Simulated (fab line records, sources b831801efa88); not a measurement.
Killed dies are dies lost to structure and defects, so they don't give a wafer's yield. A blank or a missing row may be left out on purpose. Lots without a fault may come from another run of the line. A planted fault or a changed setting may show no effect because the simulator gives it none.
fab line records | flow sky130
record lots=12 wafers=36 last_day=50
route steps=708 shown VIA3@595 METAL4@602 VIA4@639 PAD_OPEN@708
lots that met no fault: from a run of the same line without faults
start_h: hours from the record's first day to the start of the lot's first wafer shown | wait_h: hours since the lot's step before | " the same as in the row above | L1.1+2: a row that stands for several wafers | - no value, or no start given | * or withheld: withheld | < > ~ a bound
route shown NAME@n: a module of which the file shows steps, and the number in the route of the first | usual: mean/standard deviation of fault-free wafers | same: alike in all rows | chamber/n: place in a boat | sites: the reading at each site | _std_site: their standard deviation | _edge_site: outer sites' mean less inner sites' | radius_mm: how far each site lies from the wafer's centre | mask NAME#n: copy n | behind: the tool/chamber that last shaped the wafer | hold: why the lot was held/for how many hours/how that ended | device: the transistor (n, p or np) that didn't switch | end of line: the same wafers' tests at the end of the route | a step without rows: its recipe alone | killed: dies lost to structure and defects at the first sort, not the wafer's yield | map: a wafer's dies, x killed, . not, _ none there
set.NAME: the setting as run; set.NAME@STEP: as run at that earlier step | model.NAME: the simulator's own value behind a step, which no gauge read
steps of the route over a sample of lots; a table a step, a row a wafer
services: from which hour (start_h, from the record's first day; less than 0 if before it) a tool's chamber was out of use, for how many hours, and why
## steps
# step SKY_VIA3_RS_MEAS_22
# recipe thk_meas_gauge=four-point-probe reads=W_of_VIA3_CVD_21+TiN_of_VIA3_SPUTTER_20
# usual VIA3_W_RS=0.2936/0.0025
# columns lot.wafer tool chamber start_h wait_h VIA3_W_RS[ohm/sq]
L970.1 film_metro-04 - 927.68 0.1 0.2942
L970.5 " - " " 0.2909
L970.6 " - " " 0.2925
L971.2 film_metro-03 - 933.32 0.1 0.2937
L971.3 " - " " 0.2920
L971.4 " - " " 0.2941
L972.3 film_metro-02 - 944.85 0.1 0.2920
L972.4 " - " " 0.2940
L972.6 " - " " 0.2927
L975.1 film_metro-02 - 961.63 0.1 0.2946
L975.3 " - " " 0.2933
L975.5 " - " " 0.2968
L973.1 film_metro-04 - 962.78 0.1 0.2949
L973.4 " - " " 0.2914
L973.6 " - " " 0.2953
L976.3 film_metro-03 - 964.36 0.1 0.2967
L976.4 " - " " 0.2956
L976.5 " - " " 0.2942
L977.1 film_metro-04 - 984.38 0.2 0.2934
L977.2 " - " " 0.2953
L977.4 " - " " 0.2914
L978.1 film_metro-03 - 985.94 0.2 0.2989
L978.2 " - " " 0.2962
L978.4 " - " " 0.2990
L991.1 film_metro-02 - 1060.88 0.1 0.2965
L991.3 " - " " 0.2960
L991.4 " - " " 0.2988
L990.2 film_metro-04 - 1061.73 0.1 0.2920
L990.3 " - " " 0.2954
L990.5 " - " " 0.2960
L992.1 film_metro-02 - 1068.04 0.1 0.2937
L992.3 " - " " 0.2896
L992.5 " - " " 0.2889
L993.1 film_metro-03 - 1071.63 0.1 0.2954
L993.2 " - " " 0.2959
L993.6 " - " " 0.2947
# step SKY_VIA3_CMP_24
# recipe stop_on=SiO2 t_overpolish_s=20 down_force_psi=3.5 platen_rpm=60 target_thk_nm=0 pad_velocity_m_s=0.94248
# usual motor_current_A=10.8/0.98 overpolish_run_s=20.000/0.0093 time_to_endpoint_s=92/3
# columns lot.wafer tool chamber start_h wait_h motor_current_A overpolish_run_s time_to_endpoint_s
L970.1 cmp-01 3 928.20 0.4 10.5 19.991 94
L970.5 " 1 " " 10.8 19.994 96
L970.6 " 2 " " 9.3 19.999 93
L971.2 cmp-02 3 933.48 0.0 10.3 19.995 92
L971.3 " 0 " " 10.5 19.997 92
L971.4 " 1 " " 13.3 19.997 91
L972.4 cmp-02 0 945.04 0.1 10.7 19.997 91
L972.3 " 1 " " 12.4 19.986 89
L972.6 " 0 " " 10.9 20.005 88
L975.1 cmp-02 2 961.86 0.1 10.7 20.001 91
L975.3 " 0 " " 10.8 20.017 90
L975.5 " 2 " " 10.1 19.991 89
L973.1 cmp-02 1 963.01 0.1 12.8 19.988 91
L973.4 " 2 " " 10.3 19.977 90
L973.6 " 1 " " 13.4 20.017 88
L976.4 cmp-01 2 964.60 0.1 9.5 19.997 94
L976.3 " 3 " " 10.2 20.014 95
L976.5 " 1 " " 10.3 19.997 95
L977.4 cmp-02 1 984.56 0.0 12.8 20.014 98
L977.2 " 2 " " 11.0 19.983 94
L977.1 " 3 " " 10.1 20.011 93
L978.1 cmp-01 2 986.12 0.1 9.8 20.007 85
L978.4 " 3 " " 10.6 20.002 86
L978.2 " 1 " " 10.5 19.994 89
L991.3 cmp-01 3 1061.06 0.0 11.1 19.988 90
L991.4 " 1 " " 10.2 19.999 89
L991.1 " 2 " " 9.8 19.994 89
L990.3 cmp-01 0 1061.99 0.1 12.4 20.027 88
L990.2 " 1 " " 10.2 19.987 93
L990.5 " 2 " " 9.6 19.997 90
L992.3 cmp-01 1 1068.27 0.1 9.4 19.987 91
L992.1 " 3 " " 10.5 19.986 89
L992.5 " 0 " " 11.7 20.018 90
L993.1 cmp-02 3 1071.81 0.1 10.0 19.999 92
L993.2 " 0 " " 10.6 19.995 94
L993.6 " 0 " " 10.4 19.999 93
# step SKY_METAL4_SPUTTER_04
# recipe material=TiN target_thk_nm=70 power_w=6500 time_s=58.3 chamber_pressure_pa=0.4
# usual throttle_valve_pct=29.7/0.98
# columns lot.wafer tool chamber start_h wait_h throttle_valve_pct
L970.1 pvd_sputter-01 - 928.50 0.0 28.9
L970.5 " - " " 28.9
L970.6 " - " " 30.4
L971.2 pvd_sputter-04 - 933.89 0.0 28.2
L971.3 " - " " 32.3
L971.4 " - " " 30.1
L972.3 pvd_sputter-04 - 945.40 0.0 27.8
L972.4 " - " " 30.2
L972.6 " - " " 28.2
L975.1 pvd_sputter-03 - 962.21 0.0 30.0
L975.3 " - " " 30.3
L975.5 " - " " 30.1
L973.1 pvd_sputter-03 - 963.36 0.0 30.3
L973.4 " - " " 30.0
L973.6 " - " " 28.8
L976.3 pvd_sputter-03 - 964.90 0.0 28.5
L976.4 " - " " 30.2
L976.5 " - " " 29.9
L977.1 pvd_sputter-01 - 984.97 0.0 29.6
L977.2 " - " " 29.3
L977.4 " - " " 30.5
L978.1 pvd_sputter-03 - 986.52 0.0 30.0
L978.2 " - " " 29.9
L978.4 " - " " 30.2
L991.1 pvd_sputter-01 - 1061.46 0.0 30.5
L991.3 " - " " 29.0
L991.4 " - " " 29.7
L990.2 pvd_sputter-04 - 1062.30 0.0 30.5
L990.3 " - " " 32.3
L990.5 " - " " 28.9
L992.1 pvd_sputter-03 - 1068.63 0.0 30.0
L992.3 " - " " 30.4
L992.5 " - " " 28.7
L993.1 pvd_sputter-03 - 1072.21 0.0 30.2
L993.2 " - " " 28.6
L993.6 " - " " 28.5
# step SKY_VIA4_HDPCVD_00
# recipe material=SiO2 target_thk_nm=1750 sigma_open_frac=0.3 time_s=291.7 temp_c=400 sih4_flow_sccm=60 pressure_mtorr=6
# usual run_length_s=319.8/0.65
# columns lot.wafer tool chamber start_h wait_h run_length_s
L970.1 hdpcvd-01 2 979.16 0.0 320.3
L970.5 " 1 " " 318.9
L970.6 " 2 " " 320.5
L971.2 hdpcvd-02 0 983.70 0.0 319.2
L971.3 " 1 " " 319.6
L971.4 " 0 " " 319.5
L972.3 hdpcvd-01 0 994.05 0.0 320.2
L972.4 " 2 " " 320.7
L972.6 " 0 " " 321.0
L975.1 hdpcvd-01 0 1009.91 0.0 320.2
L975.3 " 1 " " 318.7
L975.5 " 2 " " 320.8
L973.1 hdpcvd-01 2 1011.55 0.0 320.5
L973.4 " 2 " " 321.1
L973.6 " 0 " " 320.1
L976.3 hdpcvd-01 1 1014.00 0.0 318.7
L976.4 " 0 " " 320.1
L976.5 " 2 " " 320.2
L977.1 hdpcvd-02 2 1032.57 0.0 320.8
L977.2 " 0 " " 319.0
L977.4 " 0 " " 319.2
L978.1 hdpcvd-01 1 1032.96 0.0 319.5
L978.2 " 2 " " 242.7
L978.4 " 1 " " 241.4
L991.1 hdpcvd-02 2 1104.39 0.0 320.8
L991.3 " 0 " " 319.1
L991.4 " 0 " " 319.5
L990.2 hdpcvd-02 1 1106.02 0.0 319.6
L990.3 " 2 " " 320.0
L990.5 " 2 " " 320.8
L992.1 hdpcvd-01 0 1112.22 0.0 320.2
L992.3 " 1 " " 319.0
L992.5 " 1 " " 318.7
L993.1 hdpcvd-01 2 1114.61 0.0 320.3
L993.2 " 1 " " 318.7
L993.6 " 2 " " 320.2
# step SKY_VIA4_THK_MEAS_01
# recipe reads=SiO2_of_VIA4_HDPCVD_00
# usual VIA4_HDPCVD_THK=1757/18
# columns lot.wafer tool chamber start_h wait_h VIA4_HDPCVD_THK[nm]
L970.1 film_metro-01 - 979.34 0.1 1760
L970.5 " - " " 1749
L970.6 " - " " 1768
L971.2 film_metro-04 - 983.89 0.1 1756
L971.3 " - " " 1744
L971.4 " - " " 1773
L972.3 film_metro-01 - 994.25 0.1 1760
L972.4 " - " " 1769
L972.6 " - " " 1763
L975.1 film_metro-01 - 1010.09 0.1 1740
L975.3 " - " " 1754
L975.5 " - " " 1762
L973.1 film_metro-04 - 1011.73 0.1 1741
L973.4 " - " " 1747
L973.6 " - " " 1738
L976.3 film_metro-01 - 1014.20 0.1 1721
L976.4 " - " " 1733
L976.5 " - " " 1745
L977.1 film_metro-02 - 1032.74 0.1 1715
L977.2 " - " " 1739
L977.4 " - " " 1718
L978.1 film_metro-04 - 1033.14 0.1 1774
L978.2 " - " " 1298
L978.4 " - " " 1294
L991.1 film_metro-04 - 1104.57 0.1 1762
L991.3 " - " " 1761
L991.4 " - " " 1769
L990.2 film_metro-01 - 1106.27 0.2 1758
L990.3 " - " " 1771
L990.5 " - " " 1755
L992.1 film_metro-01 - 1112.40 0.1 1765
L992.3 " - " " 1757
L992.5 " - " " 1774
L993.1 film_metro-02 - 1114.79 0.1 1785
L993.2 " - " " 1773
L993.6 " - " " 1795
# step SKY_PAD_OPEN_PROBE_99
# usual defect_limited_yield=82.4/1.9 killed_at_M0_to_M3=43/7.5 killed_at_M4_up=3.3/1.9 killed_at_contacts=24/4.6 killed_at_front_end=16/4.9 killed_at_other=0.2/0.46 killed_dies=87/9.1 killed_on_rim=17/3.6 killed_open=47/7.4 killed_short=39/6.6
# same gross_dies=492 killed_at_back_side=0
# columns lot.wafer tool chamber start_h wait_h defect_limited_yield[%] killed_at_M0_to_M3 killed_at_M4_up killed_at_contacts killed_at_front_end killed_at_other killed_dies killed_on_rim killed_open killed_short
L970.1 prober-01 - 1074.10 0.1 85.8 33 9 20 8 0 70 11 36 34
L970.5 prober-01 - 1074.30 0.2 84.3 34 5 25 13 0 77 16 46 31
L970.6 prober-01 - 1074.35 0.2 82.7 46 6 23 9 1 85 20 42 43
L971.2 prober-02 - 1078.98 0.1 83.1 44 0 25 14 0 83 16 44 39
L971.3 prober-02 - 1079.03 0.2 84.3 36 5 20 16 0 77 20 47 30
L971.4 prober-02 - 1079.08 0.2 82.9 42 0 25 17 0 84 18 48 36
L972.3 prober-01 - 1088.35 0.2 80.7 44 4 36 11 0 95 22 46 45
L972.4 prober-01 - 1088.40 0.2 79.7 49 7 26 18 0 100 20 51 48
L972.6 prober-01 - 1088.50 0.2 80.5 50 5 31 10 0 96 19 54 40
L975.1 prober-02 - 1102.44 0.1 84.8 37 4 20 14 0 75 9 40 35
L975.3 prober-02 - 1102.54 0.2 81.5 49 1 29 12 0 91 18 48 42
L975.5 prober-02 - 1102.64 0.2 87.6 37 3 13 8 0 61 13 24 37
L973.1 prober-02 - 1103.80 0.1 83.5 43 5 21 12 0 81 14 43 38
L973.4 prober-02 - 1103.95 0.2 82.3 43 3 22 19 0 87 17 47 40
L973.6 prober-02 - 1104.05 0.2 82.3 46 3 27 11 0 87 19 46 40
L976.3 prober-02 - 1106.36 0.2 81.9 44 3 27 15 0 89 13 46 43
L976.4 prober-02 - 1106.41 0.2 85.0 39 0 20 15 0 74 17 39 34
L976.5 prober-02 - 1106.46 0.2 81.5 47 3 21 20 0 91 23 51 39
L977.1 prober-01 - 1121.05 0.1 82.9 40 3 26 15 0 84 10 50 33
L977.2 prober-01 - 1121.10 0.1 82.7 40 2 25 18 0 85 20 39 46
L977.4 prober-01 - 1121.20 0.2 79.5 54 3 22 21 1 101 17 55 44
L978.1 prober-02 - 1122.55 0.1 81.7 39 9 24 18 0 90 25 48 42
L978.2 prober-02 - 1122.60 0.1 81.5 41 5 27 18 0 91 20 55 36
L978.4 prober-02 - 1122.70 0.2 80.3 43 3 26 25 0 97 17 55 41
L991.1 prober-02 - 1182.23 0.1 80.9 49 3 25 17 0 94 15 52 41
L991.3 prober-02 - 1182.33 0.2 81.5 42 3 22 24 0 91 17 40 50
L991.4 prober-02 - 1182.38 0.2 83.3 36 4 21 21 0 82 17 46 35
L990.2 prober-01 - 1183.96 0.1 81.1 44 2 28 19 0 93 13 52 41
L990.3 prober-01 - 1184.01 0.2 82.9 44 2 21 17 0 84 16 53 31
L990.5 prober-01 - 1184.11 0.2 84.3 30 2 23 22 0 77 14 34 43
L992.1 prober-02 - 1189.38 0.1 81.7 52 3 20 14 1 90 21 48 42
L992.3 prober-02 - 1189.48 0.2 81.7 44 1 28 17 0 90 12 49 41
L992.5 prober-02 - 1189.58 0.2 81.1 47 3 24 19 0 93 28 50 43
L993.1 prober-01 - 1190.30 0.1 84.3 30 5 21 21 0 77 18 38 39
L993.2 prober-01 - 1190.35 0.1 83.7 37 4 25 13 1 80 18 49 31
L993.6 prober-01 - 1190.55 0.2 82.9 42 6 16 19 1 84 12 46 38
# killed by level:class
L970.1 METAL4:geometric_particle:short=7 VIA1:geometric_particle:open=6 VIA2:geometric_particle:open=6 LI_CONTACT:geometric_particle:open=5 LOCAL_INTERCONNECT:geometric_particle:short=5 CONTACT:geometric_particle:open=5 CONTACT:geometric_particle:short=4 METAL1:geometric_particle:short=4
L970.5 CONTACT:geometric_particle:open=9 VIA1:geometric_particle:open=8 METAL1:geometric_particle:short=6 VIA3:geometric_particle:open=6 LI_CONTACT:geometric_particle:open=5 LOCAL_INTERCONNECT:geometric_particle:short=5 VIA1:geometric_particle:short=5 POLY_GATE:geometric_particle:open=4
L970.6 VIA1:geometric_particle:open=10 METAL2:geometric_particle:short=8 CONTACT:geometric_particle:open=7 VIA3:geometric_particle:open=7 LI_CONTACT:geometric_particle:open=5 LOCAL_INTERCONNECT:geometric_particle:short=5 CONTACT:geometric_particle:short=5 METAL1:geometric_particle:short=5
L971.2 LI_CONTACT:geometric_particle:open=11 VIA1:geometric_particle:open=9 METAL2:geometric_particle:short=8 CONTACT:geometric_particle:open=6 POLY_GATE:geometric_particle:short=5 METAL3:geometric_particle:short=5 FIELD_ISO:geometric_particle:short=4 CONTACT:geometric_particle:short=4
L971.3 LI_CONTACT:geometric_particle:open=8 VIA3:geometric_particle:open=8 VIA1:geometric_particle:open=7 METAL1:geometric_particle:short=7 CONTACT:geometric_particle:open=6 FIELD_ISO:geometric_particle:open=5 POLY_GATE:geometric_particle:open=5 FIELD_ISO:geometric_particle:short=4
L971.4 VIA1:geometric_particle:open=12 CONTACT:geometric_particle:open=10 VIA2:geometric_particle:open=8 LI_CONTACT:geometric_particle:open=7 METAL2:geometric_particle:short=7 METAL1:geometric_particle:short=5 FIELD_ISO:geometric_particle:short=5 POLY_GATE:geometric_particle:open=5
L972.3 CONTACT:geometric_particle:open=14 LI_CONTACT:geometric_particle:open=10 VIA1:geometric_particle:open=10 METAL2:geometric_particle:short=9 CONTACT:geometric_particle:short=6 VIA1:geometric_particle:short=6 METAL1:geometric_particle:short=5 LOCAL_INTERCONNECT:geometric_particle:short=4
L972.4 VIA1:geometric_particle:open=15 CONTACT:geometric_particle:open=12 FIELD_ISO:geometric_particle:short=7 VIA2:geometric_particle:open=7 CONTACT:geometric_particle:short=6 METAL1:geometric_particle:short=6 VIA3:geometric_particle:open=5 VIA1:geometric_particle:short=5
L972.6 VIA1:geometric_particle:open=16 CONTACT:geometric_particle:short=11 CONTACT:geometric_particle:open=8 VIA2:geometric_particle:open=7 VIA3:geometric_particle:open=7 LI_CONTACT:geometric_particle:open=6 METAL2:geometric_particle:short=6 METAL4:geometric_particle:short=5
L975.1 VIA1:geometric_particle:open=9 LI_CONTACT:geometric_particle:open=7 METAL2:geometric_particle:short=5 LI_CONTACT:geometric_particle:short=4 LOCAL_INTERCONNECT:geometric_particle:short=4 VIA2:geometric_particle:open=4 VIA3:geometric_particle:short=4 POLY_GATE:geometric_particle:short=3
L975.3 VIA1:geometric_particle:open=14 CONTACT:geometric_particle:open=7 CONTACT:geometric_particle:short=7 METAL2:geometric_particle:short=6 LI_CONTACT:geometric_particle:open=6 METAL1:geometric_particle:short=6 VIA2:geometric_particle:open=5 LI_CONTACT:geometric_particle:short=4
L975.5 VIA2:geometric_particle:open=7 VIA1:geometric_particle:short=5 METAL3:geometric_particle:short=5 VIA3:geometric_particle:short=5 VIA1:geometric_particle:open=4 METAL1:geometric_particle:short=4 LI_CONTACT:geometric_particle:open=4 CONTACT:geometric_particle:open=4
L973.1 VIA2:geometric_particle:open=10 CONTACT:geometric_particle:open=7 METAL1:geometric_particle:short=6 VIA3:geometric_particle:open=6 LI_CONTACT:geometric_particle:open=5 LOCAL_INTERCONNECT:geometric_particle:short=5 VIA1:geometric_particle:open=5 POLY_GATE:geometric_particle:open=4
L973.4 VIA1:geometric_particle:open=11 CONTACT:geometric_particle:open=8 POLY_GATE:geometric_particle:short=7 VIA2:geometric_particle:open=7 METAL1:geometric_particle:short=6 METAL2:geometric_particle:short=6 LI_CONTACT:geometric_particle:open=5 LOCAL_INTERCONNECT:geometric_particle:short=5
L973.6 VIA1:geometric_particle:open=10 LI_CONTACT:geometric_particle:open=8 VIA2:geometric_particle:open=8 CONTACT:geometric_particle:open=8 VIA3:geometric_particle:open=6 METAL1:geometric_particle:short=6 LOCAL_INTERCONNECT:geometric_particle:short=5 CONTACT:geometric_particle:short=5
L976.3 VIA1:geometric_particle:open=12 CONTACT:geometric_particle:open=8 LI_CONTACT:geometric_particle:open=6 VIA3:geometric_particle:open=6 LI_CONTACT:geometric_particle:short=5 VIA2:geometric_particle:open=5 FIELD_ISO:geometric_particle:short=4 METAL1:geometric_particle:short=4
L976.4 VIA1:geometric_particle:open=8 CONTACT:geometric_particle:open=8 VIA1:geometric_particle:short=7 VIA3:geometric_particle:open=6 VIA2:geometric_particle:open=4 FIELD_ISO:geometric_particle:open=3 FIELD_ISO:geometric_particle:short=3 POLY_GATE:geometric_particle:short=3
L976.5 VIA1:geometric_particle:open=12 CONTACT:geometric_particle:open=9 VIA1:geometric_particle:short=7 LI_CONTACT:geometric_particle:open=6 METAL2:geometric_particle:short=6 FIELD_ISO:geometric_particle:open=5 VIA2:geometric_particle:open=5 VIA3:geometric_particle:open=5
L977.1 VIA1:geometric_particle:open=11 CONTACT:geometric_particle:open=10 LI_CONTACT:geometric_particle:open=6 VIA2:geometric_particle:open=5 POLY_GATE:geometric_particle:short=4 POLY_CUT:geometric_particle:open=4 VIA3:geometric_particle:short=4 LOCAL_INTERCONNECT:geometric_particle:short=3
L977.2 VIA1:geometric_particle:open=11 LI_CONTACT:geometric_particle:open=9 FIELD_ISO:geometric_particle:short=8 LOCAL_INTERCONNECT:geometric_particle:short=7 VIA1:geometric_particle:short=6 VIA2:geometric_particle:open=6 CONTACT:geometric_particle:open=5 METAL1:geometric_particle:short=4
L977.4 VIA1:geometric_particle:open=14 VIA3:geometric_particle:open=10 FIELD_ISO:geometric_particle:short=8 VIA1:geometric_particle:short=8 FIELD_ISO:geometric_particle:open=7 LI_CONTACT:geometric_particle:open=7 CONTACT:geometric_particle:open=5 CONTACT:geometric_particle:short=5
L978.1 VIA1:geometric_particle:open=8 CONTACT:geometric_particle:open=8 POLY_GATE:geometric_particle:open=6 LI_CONTACT:geometric_particle:short=6 METAL2:geometric_particle:short=6 METAL4:geometric_particle:short=6 FIELD_ISO:geometric_particle:open=5 LI_CONTACT:geometric_particle:open=5
L978.2 CONTACT:geometric_particle:open=12 VIA1:geometric_particle:open=8 VIA3:geometric_particle:open=8 LI_CONTACT:geometric_particle:open=7 FIELD_ISO:geometric_particle:short=6 POLY_GATE:geometric_particle:open=6 VIA1:geometric_particle:short=6 METAL2:geometric_particle:short=5
L978.4 METAL1:geometric_particle:short=10 CONTACT:geometric_particle:open=8 VIA1:geometric_particle:open=8 CONTACT:geometric_particle:short=7 FIELD_ISO:geometric_particle:open=6 POLY_GATE:geometric_particle:open=5 SPACER:geometric_particle:open=5 LI_CONTACT:geometric_particle:open=5
L991.1 VIA1:geometric_particle:open=11 VIA3:geometric_particle:open=10 LI_CONTACT:geometric_particle:open=8 CONTACT:geometric_particle:open=6 VIA2:geometric_particle:open=6 METAL2:geometric_particle:short=5 METAL1:geometric_particle:short=5 POLY_GATE:geometric_particle:short=4
L991.3 FIELD_ISO:geometric_particle:short=12 VIA1:geometric_particle:short=8 VIA1:geometric_particle:open=8 LI_CONTACT:geometric_particle:open=7 LI_CONTACT:geometric_particle:short=6 METAL1:geometric_particle:short=6 METAL2:geometric_particle:short=6 FIELD_ISO:geometric_particle:open=5
L991.4 VIA1:geometric_particle:open=11 CONTACT:geometric_particle:open=8 LI_CONTACT:geometric_particle:open=7 POLY_GATE:geometric_particle:open=6 METAL1:geometric_particle:short=5 METAL2:geometric_particle:short=5 FIELD_ISO:geometric_particle:open=4 FIELD_ISO:geometric_particle:short=4
L990.2 CONTACT:geometric_particle:open=16 VIA1:geometric_particle:open=10 VIA2:geometric_particle:short=7 METAL2:geometric_particle:short=6 FIELD_ISO:geometric_particle:short=5 LI_CONTACT:geometric_particle:open=5 METAL1:geometric_particle:short=4 VIA3:geometric_particle:open=4
L990.3 VIA1:geometric_particle:open=12 LI_CONTACT:geometric_particle:open=7 VIA3:geometric_particle:open=7 VIA2:geometric_particle:open=7 CONTACT:geometric_particle:open=6 FIELD_ISO:geometric_particle:short=5 FIELD_ISO:geometric_particle:open=4 METAL2:geometric_particle:open=4
L990.5 POLY_GATE:geometric_particle:short=10 CONTACT:geometric_particle:open=10 METAL2:geometric_particle:short=5 FIELD_ISO:geometric_particle:short=4 FIELD_ISO:geometric_particle:open=4 LI_CONTACT:geometric_particle:open=4 CONTACT:geometric_particle:short=4 VIA1:geometric_particle:short=4
L992.1 VIA1:geometric_particle:open=14 LI_CONTACT:geometric_particle:open=8 METAL1:geometric_particle:short=8 CONTACT:geometric_particle:open=6 VIA1:geometric_particle:short=6 VIA2:geometric_particle:open=5 METAL2:geometric_particle:short=5 VIA3:geometric_particle:short=5
L992.3 VIA1:geometric_particle:open=12 LI_CONTACT:geometric_particle:open=7 METAL1:geometric_particle:short=7 LI_CONTACT:geometric_particle:short=6 CONTACT:geometric_particle:open=6 METAL2:geometric_particle:short=6 FIELD_ISO:geometric_particle:open=5 CONTACT:geometric_particle:short=5
L992.5 VIA1:geometric_particle:open=11 LI_CONTACT:geometric_particle:open=8 VIA1:geometric_particle:short=7 VIA3:geometric_particle:open=7 FIELD_ISO:geometric_particle:open=6 CONTACT:geometric_particle:open=6 POLY_GATE:geometric_particle:short=5 METAL2:geometric_particle:short=5
L993.1 FIELD_ISO:geometric_particle:open=8 CONTACT:geometric_particle:open=8 VIA1:geometric_particle:open=7 METAL2:geometric_particle:short=7 METAL1:geometric_particle:short=5 POLY_GATE:geometric_particle:open=4 LI_CONTACT:geometric_particle:open=4 LOCAL_INTERCONNECT:geometric_particle:short=4
L993.2 VIA2:geometric_particle:open=10 LI_CONTACT:geometric_particle:open=9 CONTACT:geometric_particle:open=8 VIA1:geometric_particle:open=7 METAL1:geometric_particle:short=5 FIELD_ISO:geometric_particle:short=4 LOCAL_INTERCONNECT:geometric_particle:short=4 METAL2:geometric_particle:short=4
L993.6 VIA2:geometric_particle:open=12 VIA2:geometric_particle:short=7 FIELD_ISO:geometric_particle:open=6 VIA3:geometric_particle:open=6 FIELD_ISO:geometric_particle:short=5 LI_CONTACT:geometric_particle:open=5 VIA1:geometric_particle:open=5 CONTACT:geometric_particle:open=4
## services
# columns tool chamber start_h hours kind
cmp-01 - 907.23 0.8 repair
cmp-01 - 912.00 4.0 pm
hdpcvd-01 2 919.96 15.2 repair
hdpcvd-02 - 931.67 0.5 repair
pvd_sputter-03 - 939.05 2.1 repair
hdpcvd-01 - 950.25 15.0 pm
cmp-02 - 987.43 0.3 repair
cmp-01 - 989.73 1.1 repair
hdpcvd-02 - 994.23 1.6 repair
cmp-02 - 1018.07 1.2 repair
hdpcvd-01 0 1018.45 5.3 repair
cmp-02 - 1022.31 6.0 repair
hdpcvd-01 - 1034.21 1.4 repair
cmp-01 - 1035.27 0.4 repair
pvd_sputter-03 - 1044.18 1.0 repair
cmp-01 - 1045.63 3.7 repair
hdpcvd-02 - 1051.97 0.7 repair
pvd_sputter-03 - 1065.33 0.8 repair
cmp-02 - 1084.24 4.0 pm
cmp-01 - 1088.24 4.6 pm
hdpcvd-01 1 1096.65 5.8 repair
hdpcvd-01 - 1104.23 6.0 pm
pvd_sputter-03 - 1109.54 4.6 repair
cmp-02 - 1113.56 4.5 pm
## key
first_sign step=SKY_VIA4_HDPCVD_00 reading=run_length_s direction=down sigmas=99+ usual=* struck=*
effect step=SKY_VIA4_THK_MEAS_01 reading=VIA4_HDPCVD_THK direction=down sigmas=26 usual=1757 struck=1296
met_at SKY_VIA4_HDPCVD_00
struck_lots L978
struck_wafers L978.2,L978.4
not_acting_at SKY_VIA3_RS_MEAS_22,SKY_VIA3_CMP_24,SKY_METAL4_SPUTTER_04
onset_between 1014.00 1032.96
fault kind=process_parameter_drift tool=hdpcvd-01 chamber=- onset_h=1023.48 steps=SKY_VIA4_HDPCVD_00 channel=time_s offset=* shape=step end_h=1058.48 scope=struck_wafers_only acts_in=* stated=*
